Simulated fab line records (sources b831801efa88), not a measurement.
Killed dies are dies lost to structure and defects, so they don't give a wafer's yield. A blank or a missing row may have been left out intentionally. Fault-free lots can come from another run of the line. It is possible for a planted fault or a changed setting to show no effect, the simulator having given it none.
Comparing a struck lot with a sound one	flow sky130	16 steps out of a route of 708
Sound: the wafers L760.1, L760.5, L760.6. Wafers L770.1, L770.2, L770.4 were the ones struck. The cause is given at the end.
At each step with rows: each side's tool, then ch and its chambers, then its first start. Under that, the readings that differ: sound wafers	struck wafers	difference of the means	sigmas: that difference in standard deviations of wafers without a fault.
alike: readings with means less than 2 such deviations apart, plus words and numbers identical on both sides. not compared: withheld readings, readings lacking a value on some wafer, bounds such as >300 that could conceal the same value, and numbers that have no deviation in the record and whose values overlap.
The two part at a step that has a row with sigmas, a row that says differs or no value, or rows on one side only. Numbers that don't overlap but have no deviation are shown without sigmas and don't part them. A reading that every wafer of one side lacks parts them only if that side has two wafers or more.

first, 3 steps without rows for these wafers: SKY_METAL1_EXPOSE_12 (exposes mask MM1, target cd 140 nm); SKY_METAL1_PEB_13; SKY_METAL1_DEVELOP_14 (develop time 60 s).
SKY_METAL1_CD_MEAS_15 targets a cd of 140 nm.
  struck on cd sem-02, day 36 12:19; sound on cd sem-02, day 32 15:11
reading	sound	struck	difference	sigmas
cd nm (nm)	137.9 136.7 137.0	141.8 142.3 143.0	+5.2	+3
SKY_METAL1_OVL_MEAS_16:
  struck on overlay-02, day 36 12:26; sound on overlay-01, day 32 15:18
  alike: METAL1_OVL
SKY_METAL1_DESCUM_17: chemistry O2, time 8 s.
  sound on rie metal-02 ch 0, day 32 15:20; struck on rie metal-04 ch 0,1, day 36 12:28
reading	sound	struck	difference	sigmas
drypump motor current A (A)	6.5 6.5 6.5	5.3 5.8 5.3	-1.0	-2
  alike: oes product au
  not compared: rf hours counter h
SKY_METAL1_ETCH_18: etches BARC in N2/H2, stops on SiO2, time 45.9 s, target depth 60 nm.
  sound on rie metal-02 ch 0, day 32 15:24; struck on rie metal-04 ch 0,1, day 36 12:31
reading	sound	struck	difference	sigmas
drypump motor current A (A)	6.5 6.5 6.5	5.4 5.8 5.4	-1.0	-2
oes product au (a.u.)	0.846 0.852 0.849	0.858 0.856 0.863	+0.010	+2
  alike: throttle valve pct
  not compared: rf hours counter h
SKY_METAL1_METAL_ETCH_19: etches the open film in Cl2/BCl3, stops on SiO2, target depth 360 nm, time 78 s.
  sound on rie metal-02 ch 0, day 32 15:31; struck on rie metal-04 ch 0,1, day 36 12:34
  alike: drypump motor current A, oes product au, throttle valve pct
  not compared: rf hours counter h
SKY_METAL1_STRIP_20: strips in O2/N2.
  sound on plasma asher-01 ch 0,1, day 32 15:42; struck on plasma asher-03 ch 0,1, day 36 12:40
  alike: drypump motor current A, oes product au, strip time to endpoint s
  not compared: rf hours counter h
then, 3 steps without rows for these wafers: SKY_METAL1_STRIP_21 (strips in post etch residue remover, time 1200 s); SKY_METAL1_CLEAN_22 (cleans in IPA, time 180 s); SKY_METAL1_CLEAN_23 (cleans in O3/DIW).
SKY_VIA1_HDPCVD_00: deposits SiO2, target thk 1030 nm, time 171.7 s.
  sound on hdpcvd-02 ch 0,1,2, day 32 16:18; struck on hdpcvd-02 ch 0,2, day 36 13:16
reading	sound	struck	difference	sigmas
sih4 flow sccm (sccm)	59.68 60.18 60.09	50.88 51.13 50.96	-8.99	-45
model.SiO2_of_VIA1_HDPCVD_00.thk nm (nm)	1032 1028 1016	882.9 863 879.4	-150.2	
SKY_VIA1_THK_MEAS_01:
  struck on film metro-01, day 36 13:23; sound on film metro-03, day 32 16:25
reading	sound	struck	difference	sigmas
VIA1_HDPCVD_THK (nm)	1031 1029 1016	882 863 880	-150	-13
SKY_VIA1_CMP_02: polishes SiO2.
  sound on cmp-01 ch 1,2, day 32 16:31; struck on cmp-02 ch 0,2,3, day 36 13:26
  alike: motor current A
-- the record jumps here: 12 days lie between the struck wafers' starts before and after (it left off in module VIA1 and takes up again in module PAD_OPEN, whose first step shown is number 708 of the route) --
SKY_PAD_OPEN_PROBE_99:
  struck on prober-02, day 48 14:26; sound on prober-01, day 45 15:05
  alike: defect limited yield, killed_at_M0_to_M3, killed_at_M4_up, killed at contacts, killed at front end, killed at other, killed dies, killed open, killed short, sort_bin_3_pad_short, sort_bin_5_function, sort_bin_6_memory, sort n pass, sort yield pct

## WHERE THEY PART
Last at SKY_VIA1_THK_MEAS_01 as far as this record goes, first at SKY_METAL1_CD_MEAS_15. Later steps at which nothing parts them and some readings are alike: SKY_VIA1_CMP_02, SKY_PAD_OPEN_PROBE_99.

WHY: what the simulator had put in
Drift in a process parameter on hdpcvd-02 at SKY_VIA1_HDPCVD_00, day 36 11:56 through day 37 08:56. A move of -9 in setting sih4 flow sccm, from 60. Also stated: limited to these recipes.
